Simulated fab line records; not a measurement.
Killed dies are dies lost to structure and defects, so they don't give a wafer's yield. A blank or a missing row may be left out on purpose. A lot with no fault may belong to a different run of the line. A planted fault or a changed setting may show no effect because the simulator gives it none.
fab line records | flow sky130
record: lots: 13 wafers: 39 lastDay: 50
route steps=708 shown SONOS_TUNNEL@157 SONOS_ONO@181 GATE_OXIDE@198 PAD_OPEN@708
lots untouched by any fault: they come from a run of this same line in which no faults occurred
startH: start of the lot's first displayed wafer, in hours after the record's first day | waitH: time in hours since the lot's previous step | " as in the row above | L1.1+2: several wafers, shown together as one row | - no value, or no start was given | * or withheld: withheld | < > ~ a bound
route shown NAME@n: a module of which the file shows steps, and the number in the route of the first | usual: the fault-free wafers' mean and standard deviation | same: alike in all rows | chamber/n: place in a boat | sites: readings site by site | _std_site: how widely they spread, as a standard deviation | _edge_site: outer sites' mean less inner sites' | radiusMm: how far each site lies from the wafer's centre | mask NAME#n: copy n | behind: tool/chamber where the wafer was last shaped | hold: why the lot went on hold/how many hours it stayed there/how the hold came to an end | device: the transistor (n, p or np) that didn't switch | end of line: tests of these same wafers at the route's end | a step given without rows: its recipe and nothing more | killed: dies that structure and defects cost at the first sort, which is not the same as the wafer's yield | map: dies across one wafer; x = killed, . = not, _ = none there
set.NAME: the setting that was run; set.NAME@STEP: the one run at that earlier step | model.NAME: the simulator's own value behind a step, which no gauge read
the route's steps for a sample of lots (tables are steps, rows are wafers)
services: when a tool's chamber went out of use (startH, in hours from the record's first day, below 0 if earlier), for how many hours, and the reason
== steps ==
step: SKY_SONOS_TUNNEL_SOFTBAKE_03
recipe: tempC: 90 timeS: 61.83 resist: NOVOLAK
usual: plateSensorTCentreC: 90.757/0.0097 plateSensorTEdgeC: 90.829/0.0096
columns lot.wafer tool chamber startH waitH plateSensorTCentreC plateSensorTEdgeC
L634.1 lithoTrack-02 0 236.39 0.1 90.757 90.825
L634.3 " 0 " " 90.761 90.813
L634.4 " 0 " " 90.751 90.843
L635.4 lithoTrack-03 0 243.16 0.1 90.769 90.833
L635.5 " 0 " " 90.738 90.840
L635.6 " 0 " " 90.757 90.829
L636.3 lithoTrack-04 0 257.00 0.1 90.758 90.829
L636.5 " 0 " " 90.769 90.823
L636.6 " 0 " " 90.747 90.838
L637.1 lithoTrack-03 0 257.88 0.1 90.742 90.829
L637.5 " 0 " " 90.743 90.835
L637.6 " 0 " " 90.747 90.851
L641.1 lithoTrack-04 0 290.65 0.1 90.749 90.841
L641.3 " 0 " " 90.765 90.837
L641.4 " 0 " " 90.759 90.833
L642.3 lithoTrack-04 0 303.05 0.1 90.753 90.830
L642.5 " 0 " " 90.764 90.825
L642.6 " 0 " " 90.764 90.828
L644.2 lithoTrack-04 0 324.47 0.1 90.744 90.813
L644.4 " 0 " " 90.752 90.826
L644.5 " 0 " " 90.756 90.821
L649.1 lithoTrack-04 0 351.15 0.1 90.771 90.841
L649.2 " 0 " " 90.748 90.839
L649.4 " 0 " " 90.771 90.824
L651.1 lithoTrack-04 0 377.10 0.1 90.761 90.829
L651.4 " 0 " " 90.757 90.844
L651.5 " 0 " " 90.777 90.836
L652.3 lithoTrack-03 0 379.33 0.1 90.753 90.842
L652.4 " 0 " " 90.763 90.844
L652.5 " 0 " " 90.769 90.816
L653.1 lithoTrack-03 0 384.38 0.1 90.746 90.836
L653.2 " 0 " " 90.748 90.824
L653.5 " 0 " " 90.752 90.827
L654.1 lithoTrack-02 0 393.19 0.1 90.769 90.831
L654.5 " 0 " " 90.757 90.842
L654.6 " 0 " " 90.754 90.827
L656.1 lithoTrack-04 0 410.55 0.1 90.760 90.828
L656.2 " 0 " " 90.773 90.823
L656.5 " 0 " " 90.767 90.825
step: SKY_SONOS_ONO_CD_MEAS_13
recipe: targetCdNm: 410
usual: cdNm: 409.3/2.2
columns lot.wafer tool chamber startH waitH cdNm
L634.1 cdSem-01 - 278.63 0.1 413.8
L634.3 " - " " 411.8
L634.4 " - " " 411.4
L635.4 cdSem-02 - 286.59 0.1 408.1
L635.5 " - " " 406.4
L635.6 " - " " 405.4
L636.3 cdSem-01 - 300.62 0.1 409.2
L636.5 " - " " 407.9
L636.6 " - " " 406.6
L637.1 cdSem-02 - 304.48 0.1 407.9
L637.5 " - " " 409.7
L637.6 " - " " 408.3
L641.1 cdSem-02 - 337.59 0.1 410.6
L641.3 " - " " 411.1
L641.4 " - " " 411.6
L642.3 cdSem-01 - 349.52 0.1 405.3
L642.5 " - " " 407.7
L642.6 " - " " 405.7
L644.2 cdSem-01 - 371.26 0.1 410.3
L644.4 " - " " 409.6
L644.5 " - " " 407.2
L649.1 cdSem-01 - 414.29 0.1 410.2
L649.2 " - " " 412.2
L649.4 " - " " 411.3
L651.1 cdSem-02 - 428.98 0.1 407.2
L651.4 " - " " 406.1
L651.5 " - " " 408.5
L652.3 cdSem-01 - 431.70 0.1 409.0
L652.4 " - " " 409.2
L652.5 " - " " 409.1
L653.1 cdSem-02 - 434.19 0.1 410.6
L653.2 " - " " 413.3
L653.5 " - " " 411.5
L654.1 cdSem-02 - 443.34 0.1 408.7
L654.5 " - " " 406.5
L654.6 " - " " 407.8
L656.1 cdSem-02 - 462.46 0.1 407.3
L656.2 " - " " 409.5
L656.5 " - " " 409.9
step: SKY_SONOS_ONO_STRIP_17
recipe: chemistry: O2/N2 powerW: 1400 pressureMtorr: 1500 platenTempC: withheld o2FlowSccm: 3000 n2FlowSccm: 300 overashFraction: 0.5
usual: chamberPressureMTorr: 1499.6/1.2 drypumpMotorCurrentA: 6.0/0.35 oesProductAu: 0.710/0.0046 stripTimeToEndpointS: 14.10/0.037
columns lot.wafer tool chamber startH waitH chamberPressureMTorr drypumpMotorCurrentA oesProductAu rfHoursCounterH stripTimeToEndpointS
L634.1 plasmaAsher-02 1 278.90 0.0 1501.3 5.8 0.709 46 14.09
L634.3 " 1 " " 1500.6 5.8 0.706 - 14.07
L634.4 " 0 " " 1500.2 5.6 0.711 - 14.07
L635.4 plasmaAsher-04 1 286.83 0.0 1496.6 6.2 0.703 - 14.08
L635.5 " 1 " " 1497.4 6.2 0.707 - 14.08
L635.6 " 0 " " 1499.9 6.5 0.715 - 14.05
L636.3 plasmaAsher-02 0 300.88 0.0 1499.3 5.6 0.709 - 14.14
L636.5 " 0 " " 1500.5 5.6 0.714 - 14.05
L636.6 " 1 " " 1499.9 5.8 0.706 - 14.14
L637.1 plasmaAsher-04 0 304.74 0.0 1497.2 6.4 0.697 59 14.09
L637.5 " 1 " " 1499.5 6.2 0.706 - 14.10
L637.6 " 0 " " 1498.8 6.4 0.703 - 14.10
L641.1 plasmaAsher-04 1 337.86 0.0 1501.2 6.2 0.707 63 14.08
L641.3 " 1 " " 1499.8 6.2 0.711 - 14.10
L641.4 " 0 " " 1499.8 6.5 0.720 - 14.13
L642.3 plasmaAsher-02 1 349.78 0.0 1500.7 5.8 0.706 - 14.14
L642.5 " 0 " " 1500.3 5.6 0.715 - 14.13
L642.6 " 1 " " 1498.7 5.8 0.711 - 14.08
L644.2 plasmaAsher-03 0 371.50 0.0 1499.2 5.7 0.712 26 14.02
L644.4 " 1 " " 1500.7 5.5 0.705 - 14.05
L644.5 " 0 " " 1499.5 5.7 0.709 - 14.07
L649.1 plasmaAsher-04 1 414.55 0.0 1501.3 6.2 0.708 71 14.06
L649.2 " 0 " " 1497.7 6.5 0.712 71 14.15
L649.4 " 1 " " 1499.0 6.2 0.703 - 14.09
L651.1 plasmaAsher-03 1 429.24 0.0 1499.6 5.5 0.711 32 14.13
L651.4 " 0 " " 1498.4 5.8 0.704 - 14.05
L651.5 " 0 " " 1500.4 5.8 0.710 - 14.06
L652.3 plasmaAsher-03 0 431.96 0.0 1499.0 5.7 0.714 - 14.13
L652.4 " 1 " " 1500.2 5.5 0.709 - 14.16
L652.5 " 0 " " 1500.7 5.7 0.706 - 14.13
L653.1 plasmaAsher-03 1 434.45 0.0 1499.9 5.5 0.711 33 14.07
L653.2 " 0 " " 1498.9 5.8 0.713 33 14.18
L653.5 " 0 " " 1498.3 5.7 0.719 - 14.10
L654.1 plasmaAsher-04 0 443.60 0.0 1499.8 6.4 0.718 1 14.16
L654.5 " 1 " " 1501.9 6.2 0.717 - 14.15
L654.6 " 0 " " 1501.2 6.5 0.715 - 14.10
L656.1 plasmaAsher-02 0 462.73 0.0 1499.6 5.6 0.716 60 14.19
L656.2 " 1 " " 1498.6 5.8 0.716 60 14.19
L656.5 " 0 " " 1499.0 5.6 0.715 - 14.19
step: SKY_GATE_OXIDE_IMPLANT_11
recipe: species: B energyKev: 10 doseCm2: 2.6e+12 tiltDeg: withheld
usual: beamEnergyKeV: 10.000/0.0031
columns lot.wafer tool chamber startH waitH beamEnergyKeV
L634.1 implanter-04 0 305.34 0.0 9.998
L634.3 " 0 " " 9.999
L634.4 " 0 " " 9.995
L635.4 implanter-04 0 315.67 0.1 10.001
L635.5 " 0 " " 10.004
L635.6 " 0 " " 10.002
L636.3 implanter-03 0 329.10 0.1 10.000
L636.5 " 0 " " 10.005
L636.6 " 0 " " 10.000
L637.1 implanter-03 0 331.57 0.0 10.002
L637.5 " 0 " " 10.000
L637.6 " 0 " " 9.997
L641.1 implanter-03 0 367.32 0.0 9.330
L641.3 " 0 " " 9.329
L641.4 " 0 " " 9.324
L642.3 implanter-03 0 379.62 0.1 9.332
L642.5 " 0 " " 9.330
L642.6 " 0 " " 9.333
L644.2 implanter-01 0 402.61 0.0 10.001
L644.4 " 0 " " 10.003
L644.5 " 0 " " 10.002
L649.1 implanter-03 0 446.85 0.0 10.003
L649.2 " 0 " " 10.001
L649.4 " 0 " " 10.002
L651.1 implanter-01 0 461.30 0.0 9.999
L651.4 " 0 " " 10.002
L651.5 " 0 " " 10.003
L652.3 implanter-01 0 464.43 0.1 10.001
L652.4 " 0 " " 9.995
L652.5 " 0 " " 9.998
L653.1 implanter-03 0 466.70 0.0 10.002
L653.2 " 0 " " 10.000
L653.5 " 0 " " 10.007
L654.1 implanter-03 0 476.18 0.0 10.005
L654.5 " 0 " " 10.004
L654.6 " 0 " " 9.999
L656.1 implanter-03 0 494.73 0.0 10.001
L656.2 " 0 " " 10.002
L656.5 " 0 " " 9.999
step: SKY_PAD_OPEN_PROBE_99
usual: killed_at_M0_to_M3: 43/6.4 killed_at_M4_up: 3.5/1.8 killedAtContacts: 25/5.7 killedAtFrontEnd: 15/3.9 killedAtOther: 0.3/0.67 killedDies: 87/8.6 killedOpen: 47/6.7 killedShort: 39/5.9
same: grossDies: 492 killedAtBackSide: 0
columns lot.wafer tool chamber startH waitH killed_at_M0_to_M3 killed_at_M4_up killedAtContacts killedAtFrontEnd killedAtOther killedDies killedOpen killedShort
L634.1 prober-02 - 1073.03 0.1 37 2 17 10 0 66 40 26
L634.3 prober-02 - 1073.13 0.2 35 5 27 14 2 83 45 38
L634.4 prober-02 - 1073.18 0.2 44 5 22 21 0 92 50 42
L635.4 prober-01 - 1074.68 0.2 46 4 20 15 1 86 44 42
L635.5 prober-01 - 1074.73 0.2 52 2 26 11 0 91 57 34
L635.6 prober-01 - 1074.78 0.2 32 6 32 19 0 89 44 44
L636.3 prober-01 - 1088.53 0.2 41 3 32 9 0 85 44 41
L636.5 prober-01 - 1088.63 0.2 38 3 29 18 0 88 46 41
L636.6 prober-01 - 1088.68 0.2 34 4 28 12 0 78 43 34
L637.1 prober-01 - 1091.06 0.1 42 1 24 14 2 83 44 39
L637.5 prober-01 - 1091.26 0.2 44 2 20 21 0 87 47 40
L637.6 prober-01 - 1091.31 0.2 46 2 36 20 0 104 61 43
L641.1 prober-01 - 1116.71 0.1 29 1 23 11 0 64 32 32
L641.3 prober-01 - 1116.81 0.2 50 2 29 15 0 96 55 41
L641.4 prober-01 - 1116.86 0.2 42 2 22 10 0 76 41 35
L642.3 prober-02 - 1125.52 0.2 43 1 34 20 0 98 66 31
L642.5 prober-02 - 1125.62 0.2 43 6 25 21 0 95 50 44
L642.6 prober-02 - 1125.67 0.2 37 5 23 15 1 81 48 32
L644.2 prober-01 - 1144.03 0.1 37 2 13 19 0 71 41 30
L644.4 prober-01 - 1144.13 0.2 52 2 18 11 0 83 43 40
L644.5 prober-01 - 1144.18 0.2 55 3 31 13 0 102 58 44
L649.1 prober-01 - 1165.31 0.1 47 2 23 12 0 84 46 38
L649.2 prober-01 - 1165.36 0.1 55 4 27 9 1 96 54 42
L649.4 prober-01 - 1165.46 0.2 32 5 29 17 1 84 49 35
L651.1 prober-01 - 1173.26 0.1 30 3 33 9 0 75 35 40
L651.4 prober-01 - 1173.41 0.2 37 7 26 11 2 83 42 40
L651.5 prober-01 - 1173.46 0.2 41 1 26 25 0 93 54 39
L652.3 prober-02 - 1178.12 0.2 43 2 32 15 0 92 50 41
L652.4 prober-02 - 1178.17 0.2 46 5 16 18 1 86 45 40
L652.5 prober-02 - 1178.22 0.2 36 5 16 13 0 70 44 26
L653.1 prober-01 - 1180.09 0.1 50 4 26 14 0 94 36 58
L653.2 prober-01 - 1180.14 0.1 41 4 32 11 0 88 49 39
L653.5 prober-01 - 1180.29 0.2 47 8 20 11 1 87 55 32
L654.1 prober-02 - 1182.60 0.1 43 3 35 13 0 94 52 42
L654.5 prober-02 - 1182.80 0.2 47 1 15 17 1 81 41 40
L654.6 prober-02 - 1182.85 0.2 45 8 24 19 0 96 49 47
L656.1 prober-02 - 1192.49 0.1 45 4 38 17 1 105 49 55
L656.2 prober-02 - 1192.54 0.1 50 2 31 15 2 100 53 46
L656.5 prober-02 - 1192.69 0.2 52 0 29 13 1 95 53 41
killed by level:class
L634.1 VIA3:geometricParticle:open=10 CONTACT:geometricParticle:open=6 VIA2:geometricParticle:open=6 POLY_GATE:geometricParticle:open=5 VIA1:geometricParticle:open=5 METAL1:geometricParticle:short=4 LI_CONTACT:geometricParticle:open=4 VIA2:geometricParticle:short=3
L634.3 LI_CONTACT:geometricParticle:open=9 CONTACT:geometricParticle:open=7 CONTACT:geometricParticle:short=7 VIA1:geometricParticle:open=6 VIA3:geometricParticle:open=6 METAL4:geometricParticle:short=5 POLY_GATE:geometricParticle:open=4 METAL2:geometricParticle:short=4
L634.4 VIA3:geometricParticle:open=10 VIA1:geometricParticle:open=8 LI_CONTACT:geometricParticle:open=8 FIELD_ISO:geometricParticle:open=7 SPACER:geometricParticle:short=6 CONTACT:geometricParticle:open=6 LOCAL_INTERCONNECT:geometricParticle:short=4 METAL4:geometricParticle:short=4
L635.4 CONTACT:geometricParticle:open=11 VIA1:geometricParticle:open=10 METAL2:geometricParticle:short=6 FIELD_ISO:geometricParticle:open=5 VIA1:geometricParticle:short=5 METAL1:geometricParticle:short=5 VIA2:geometricParticle:open=5 VIA3:geometricParticle:short=4
L635.5 VIA2:geometricParticle:open=11 LI_CONTACT:geometricParticle:open=10 VIA3:geometricParticle:open=8 CONTACT:geometricParticle:open=8 METAL2:geometricParticle:short=8 VIA1:geometricParticle:open=7 VIA2:geometricParticle:short=5 FIELD_ISO:geometricParticle:short=4
L635.6 LI_CONTACT:geometricParticle:open=12 METAL1:geometricParticle:short=8 LOCAL_INTERCONNECT:geometricParticle:short=7 FIELD_ISO:geometricParticle:open=6 VIA1:geometricParticle:open=6 CONTACT:geometricParticle:open=6 METAL2:geometricParticle:short=5 FIELD_ISO:geometricParticle:short=4
L636.3 LI_CONTACT:geometricParticle:open=8 VIA1:geometricParticle:open=8 CONTACT:geometricParticle:open=7 VIA1:geometricParticle:short=7 LI_CONTACT:geometricParticle:short=6 VIA3:geometricParticle:open=6 CONTACT:geometricParticle:short=5 METAL2:geometricParticle:short=5
L636.5 CONTACT:geometricParticle:open=9 LOCAL_INTERCONNECT:geometricParticle:short=7 VIA1:geometricParticle:open=7 VIA3:geometricParticle:open=7 FIELD_ISO:geometricParticle:short=6 FIELD_ISO:geometricParticle:open=5 METAL2:geometricParticle:short=5 VIA2:geometricParticle:open=5
L636.6 CONTACT:geometricParticle:open=13 VIA1:geometricParticle:open=8 LOCAL_INTERCONNECT:geometricParticle:short=5 METAL2:geometricParticle:short=5 METAL2:geometricParticle:open=5 VIA2:geometricParticle:open=5 LI_CONTACT:geometricParticle:open=4 CONTACT:geometricParticle:short=4
L637.1 LI_CONTACT:geometricParticle:open=9 VIA3:geometricParticle:open=9 POLY_GATE:geometricParticle:short=6 CONTACT:geometricParticle:open=6 VIA1:geometricParticle:open=6 METAL2:geometricParticle:short=6 METAL1:geometricParticle:short=5 VIA2:geometricParticle:short=5
L637.5 METAL2:geometricParticle:short=8 CONTACT:geometricParticle:open=8 VIA1:geometricParticle:open=7 VIA2:geometricParticle:open=6 FIELD_ISO:geometricParticle:open=5 LI_CONTACT:geometricParticle:open=5 METAL1:geometricParticle:short=5 VIA1:geometricParticle:short=5
L637.6 CONTACT:geometricParticle:open=12 VIA3:geometricParticle:open=9 LI_CONTACT:geometricParticle:open=8 VIA1:geometricParticle:open=8 VIA2:geometricParticle:open=8 LOCAL_INTERCONNECT:geometricParticle:short=7 POLY_GATE:geometricParticle:open=6 CONTACT:geometricParticle:short=6
L641.1 CONTACT:geometricParticle:open=9 VIA1:geometricParticle:short=6 VIA1:geometricParticle:open=6 LI_CONTACT:geometricParticle:open=5 POLY_GATE:geometricParticle:short=4 LOCAL_INTERCONNECT:geometricParticle:short=4 POLY_GATE:geometricParticle:open=3 LI_CONTACT:geometricParticle:short=3
L641.3 CONTACT:geometricParticle:open=14 VIA1:geometricParticle:open=13 VIA1:geometricParticle:short=7 METAL1:geometricParticle:short=6 LOCAL_INTERCONNECT:geometricParticle:short=5 POLY_GATE:geometricParticle:open=4 VIA2:geometricParticle:short=4 VIA2:geometricParticle:open=4
L641.4 VIA1:geometricParticle:open=10 CONTACT:geometricParticle:open=10 METAL1:geometricParticle:short=9 LI_CONTACT:geometricParticle:open=6 METAL2:geometricParticle:short=6 VIA1:geometricParticle:short=6 POLY_GATE:geometricParticle:short=4 VIA2:geometricParticle:open=4
L642.3 CONTACT:geometricParticle:open=18 VIA1:geometricParticle:open=11 VIA3:geometricParticle:open=9 VIA2:geometricParticle:open=7 POLY_GATE:geometricParticle:open=6 LOCAL_INTERCONNECT:geometricParticle:short=6 VIA1:geometricParticle:short=5 FIELD_ISO:geometricParticle:short=4
L642.5 CONTACT:geometricParticle:open=12 POLY_GATE:geometricParticle:open=9 VIA1:geometricParticle:open=9 METAL2:geometricParticle:short=8 METAL1:geometricParticle:short=7 METAL4:geometricParticle:short=6 METAL1:geometricParticle:open=5 VIA1:geometricParticle:short=5
L642.6 CONTACT:geometricParticle:open=11 VIA1:geometricParticle:open=11 FIELD_ISO:geometricParticle:open=7 METAL1:geometricParticle:short=7 METAL4:geometricParticle:short=5 METAL3:geometricParticle:short=5 VIA3:geometricParticle:open=5 LI_CONTACT:geometricParticle:open=4
L644.2 VIA1:geometricParticle:open=8 VIA2:geometricParticle:open=7 FIELD_ISO:geometricParticle:short=6 VIA3:geometricParticle:open=6 FIELD_ISO:geometricParticle:open=5 POLY_GATE:geometricParticle:short=4 LI_CONTACT:geometricParticle:open=4 POLY_GATE:geometricParticle:open=3
L644.4 VIA1:geometricParticle:open=14 VIA2:geometricParticle:open=8 METAL1:geometricParticle:short=7 CONTACT:geometricParticle:short=7 VIA2:geometricParticle:short=6 FIELD_ISO:geometricParticle:open=5 FIELD_ISO:geometricParticle:short=5 METAL1:geometricParticle:open=4
L644.5 VIA2:geometricParticle:open=11 VIA1:geometricParticle:open=10 CONTACT:geometricParticle:open=9 VIA1:geometricParticle:short=9 LI_CONTACT:geometricParticle:open=7 METAL1:geometricParticle:short=7 LOCAL_INTERCONNECT:geometricParticle:short=6 FIELD_ISO:geometricParticle:open=4
L649.1 VIA1:geometricParticle:open=12 CONTACT:geometricParticle:open=8 LI_CONTACT:geometricParticle:open=7 VIA1:geometricParticle:short=6 VIA3:geometricParticle:open=5 METAL1:geometricParticle:short=5 METAL2:geometricParticle:short=4 VIA2:geometricParticle:short=4
L649.2 VIA1:geometricParticle:open=21 LI_CONTACT:geometricParticle:open=10 METAL1:geometricParticle:short=10 VIA3:geometricParticle:open=8 LOCAL_INTERCONNECT:geometricParticle:short=6 CONTACT:geometricParticle:open=5 FIELD_ISO:geometricParticle:short=4 VIA2:geometricParticle:short=4
L649.4 LI_CONTACT:geometricParticle:open=8 CONTACT:geometricParticle:open=7 VIA2:geometricParticle:open=7 VIA1:geometricParticle:open=6 FIELD_ISO:geometricParticle:open=5 CONTACT:geometricParticle:short=5 LOCAL_INTERCONNECT:geometricParticle:short=5 METAL2:geometricParticle:short=5
L651.1 CONTACT:geometricParticle:open=10 LI_CONTACT:geometricParticle:open=7 CONTACT:geometricParticle:short=7 METAL2:geometricParticle:short=6 VIA3:geometricParticle:open=5 FIELD_ISO:geometricParticle:short=4 LOCAL_INTERCONNECT:geometricParticle:open=4 LOCAL_INTERCONNECT:geometricParticle:short=4
L651.4 CONTACT:geometricParticle:open=8 VIA2:geometricParticle:open=7 VIA1:geometricParticle:open=7 METAL1:geometricParticle:short=7 LOCAL_INTERCONNECT:geometricParticle:short=6 CONTACT:geometricParticle:short=6 METAL4:geometricParticle:short=5 VIA3:geometricParticle:open=4
L651.5 CONTACT:geometricParticle:open=12 METAL1:geometricParticle:short=8 VIA1:geometricParticle:open=7 FIELD_ISO:geometricParticle:short=6 VIA2:geometricParticle:open=6 POLY_GATE:geometricParticle:open=5 LI_CONTACT:geometricParticle:open=5 METAL3:geometricParticle:short=5
L652.3 VIA1:geometricParticle:open=11 LI_CONTACT:geometricParticle:open=10 CONTACT:geometricParticle:open=10 METAL2:geometricParticle:short=8 FIELD_ISO:geometricParticle:short=6 CONTACT:geometricParticle:short=6 LOCAL_INTERCONNECT:geometricParticle:short=4 POLY_GATE:geometricParticle:open=3
L652.4 VIA1:geometricParticle:open=15 POLY_GATE:geometricParticle:open=7 METAL1:geometricParticle:short=6 VIA1:geometricParticle:short=6 FIELD_ISO:geometricParticle:short=5 METAL2:geometricParticle:short=5 CONTACT:geometricParticle:open=5 VIA2:geometricParticle:open=4
L652.5 VIA1:geometricParticle:open=11 LI_CONTACT:geometricParticle:open=6 CONTACT:geometricParticle:open=6 VIA3:geometricParticle:open=6 FIELD_ISO:geometricParticle:short=4 VIA1:geometricParticle:short=4 VIA2:geometricParticle:open=4 METAL4:geometricParticle:short=4
L653.1 VIA1:geometricParticle:open=10 VIA1:geometricParticle:short=9 LI_CONTACT:geometricParticle:open=7 CONTACT:geometricParticle:open=7 METAL1:geometricParticle:short=7 METAL3:geometricParticle:short=6 FIELD_ISO:geometricParticle:short=5 LI_CONTACT:geometricParticle:short=5
L653.2 CONTACT:geometricParticle:open=12 LI_CONTACT:geometricParticle:open=9 VIA1:geometricParticle:open=7 CONTACT:geometricParticle:short=6 VIA3:geometricParticle:open=6 FIELD_ISO:geometricParticle:open=5 VIA2:geometricParticle:short=5 METAL1:geometricParticle:short=5
L653.5 VIA1:geometricParticle:open=16 CONTACT:geometricParticle:open=7 METAL1:geometricParticle:short=7 VIA3:geometricParticle:open=7 LOCAL_INTERCONNECT:geometricParticle:short=6 VIA2:geometricParticle:open=6 METAL2:geometricParticle:short=5 METAL4:geometricParticle:short=4
L654.1 CONTACT:geometricParticle:open=17 VIA1:geometricParticle:open=11 VIA3:geometricParticle:open=7 METAL2:geometricParticle:short=6 FIELD_ISO:geometricParticle:short=5 LI_CONTACT:geometricParticle:open=5 CONTACT:geometricParticle:short=5 VIA1:geometricParticle:short=5
L654.5 VIA1:geometricParticle:open=15 LOCAL_INTERCONNECT:geometricParticle:short=6 VIA3:geometricParticle:short=5 FIELD_ISO:geometricParticle:open=4 POLY_GATE:geometricParticle:short=4 CONTACT:geometricParticle:open=4 METAL1:geometricParticle:short=4 METAL2:geometricParticle:short=4
L654.6 VIA1:geometricParticle:open=10 LI_CONTACT:geometricParticle:open=8 VIA1:geometricParticle:short=8 VIA2:geometricParticle:short=8 VIA2:geometricParticle:open=7 POLY_GATE:geometricParticle:short=6 CONTACT:geometricParticle:open=6 FIELD_ISO:geometricParticle:open=5
L656.1 CONTACT:geometricParticle:open=12 LI_CONTACT:geometricParticle:open=10 VIA1:geometricParticle:open=10 LOCAL_INTERCONNECT:geometricParticle:short=6 VIA1:geometricParticle:short=6 FIELD_ISO:geometricParticle:short=5 LI_CONTACT:geometricParticle:short=5 CONTACT:geometricParticle:short=5
L656.2 VIA3:geometricParticle:open=11 CONTACT:geometricParticle:open=10 LOCAL_INTERCONNECT:geometricParticle:short=8 METAL1:geometricParticle:short=7 FIELD_ISO:geometricParticle:open=6 VIA2:geometricParticle:short=6 CONTACT:geometricParticle:short=5 LI_CONTACT:geometricParticle:open=5
L656.5 CONTACT:geometricParticle:open=13 VIA1:geometricParticle:open=11 VIA2:geometricParticle:short=10 VIA2:geometricParticle:open=9 FIELD_ISO:geometricParticle:open=6 LI_CONTACT:geometricParticle:open=6 LOCAL_INTERCONNECT:geometricParticle:short=6 VIA3:geometricParticle:short=5
== services ==
columns tool chamber startH hours kind
implanter-04 - 265.53 5.2 repair
plasmaAsher-02 - 301.22 18.8 pm
implanter-03 - 304.49 5.6 pm
implanter-01 - 305.36 0.9 repair
plasmaAsher-02 - 320.17 10.7 repair
implanter-03 - 338.85 1.1 repair
implanter-04 - 372.03 7.6 repair
implanter-01 - 385.45 2.8 pm
plasmaAsher-02 - 397.05 15.6 pm
plasmaAsher-02 - 412.65 2.8 pm
plasmaAsher-04 - 421.32 9.0 pm
plasmaAsher-04 0 421.32 9.0 ventCycle
plasmaAsher-04 1 421.32 9.0 ventCycle
plasmaAsher-04 0 430.32 - clean
plasmaAsher-04 1 430.32 - clean
implanter-01 - 441.94 8.8 pm
== key ==
firstSign: step: SKY_GATE_OXIDE_IMPLANT_11 reading: beamEnergyKeV direction: down sigmas: 99+ usual: * struck: *
effect none on later readings
metAt SKY_GATE_OXIDE_IMPLANT_11
struckLots L641,L642
testerLeftOut L641,L642
notActingAt SKY_SONOS_TUNNEL_SOFTBAKE_03,SKY_SONOS_ONO_CD_MEAS_13,SKY_SONOS_ONO_STRIP_17
onsetBetween 331.57 367.32
fault: kind: processParameterDrift tool: implanter-03 chamber: - onsetH: 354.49 steps: SKY_GATE_OXIDE_IMPLANT_11 channel: energyKev offset: * shape: step endH: 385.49 actsIn: * stated: *
testerLeftOut: of these lots the tester's yield and bins aren't shown, on N5 and GAA mostly nor the transistor test; their killed dies are dies lost to structure and defects alone, not to doping, threshold or leakage, so they don't give the yield
